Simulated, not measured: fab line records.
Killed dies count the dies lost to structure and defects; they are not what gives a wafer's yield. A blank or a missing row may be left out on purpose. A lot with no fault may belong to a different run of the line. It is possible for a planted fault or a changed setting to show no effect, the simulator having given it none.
Which tool was responsible?    flow gf180mcu    21 wafers from 7 lots sampled at 2 of the route's 602 steps

WHAT EACH GAUGE READ, for each wafer
GF_POLY_GATE_THK_MEAS_01.
lot   measured      on             POLY_GATE_CVD_00_THK (nm)
L116  day 8 20:43   film_metro-03  198.9 199.1 200.0
L118  day 9 11:35   film_metro-02  201.7 199.9 199.9
L120  day 9 22:36   film_metro-02  198.5 198.8 199.7
L124  day 11 02:44  film_metro-04  199.0 199.3 199.3
L131  day 13 02:51  film_metro-02  171.8 172.8 173.1
L134  day 13 22:55  film_metro-02  170.4 171.7 171.6
L138  day 15 08:11  film_metro-03  202.8 203.1 202.4

TOOL THAT RAN EACH LOT (tool first, then ch and the chambers of the sampled wafers, then the start)
lot   GF_POLY_GATE_CVD_00
L116  lpcvd-01 ch 0, day 8 19:22
L118  lpcvd-02 ch 1, day 9 10:16
L120  lpcvd-02 ch 0, day 9 21:16
L124  lpcvd-02 ch 1, day 11 01:24
L131  lpcvd-02 ch 0, day 13 00:51
L134  lpcvd-02 ch 1, day 13 21:34
L138  lpcvd-01 ch 1, day 15 06:51
- GF_POLY_GATE_CVD_00: deposits poly-Si, target thk 200 nm, time 1200 s.

THE ANSWER, worked out from the rows above alone
Rule: what is usual is taken from the lots themselves. The widest of any qualifying gaps counts: lots, ordered by their means at a reading, are off when they make up no more than a third of the lots, leave a main group of 4 or more, and stand apart from it by 3 or more times the standard deviation of that group's means. A main group is skipped when, at the precision printed for the reading in the tables above, its means are all equal. A lot without any number at a reading at which 4 lots or more have one is off too. The other lots that the step has rows for count as sound.
Off: at GF_POLY_GATE_THK_MEAS_01 (POLY_GATE_CVD_00_THK), L131, L134. Mean 200.2 nm and standard deviation 1.4 in the main group.
If a tool, at a process step before that reading, ran all the lots that are off and no sound lot after the first of them, it fits. The gauges at GF_POLY_GATE_THK_MEAS_01 are tried like those tools. 2 tools fit, lpcvd-02 at GF_POLY_GATE_CVD_00 and film_metro-02 at GF_POLY_GATE_THK_MEAS_01, so this cannot tell which one it is.

WHAT THE SIMULATOR HAD INSERTED
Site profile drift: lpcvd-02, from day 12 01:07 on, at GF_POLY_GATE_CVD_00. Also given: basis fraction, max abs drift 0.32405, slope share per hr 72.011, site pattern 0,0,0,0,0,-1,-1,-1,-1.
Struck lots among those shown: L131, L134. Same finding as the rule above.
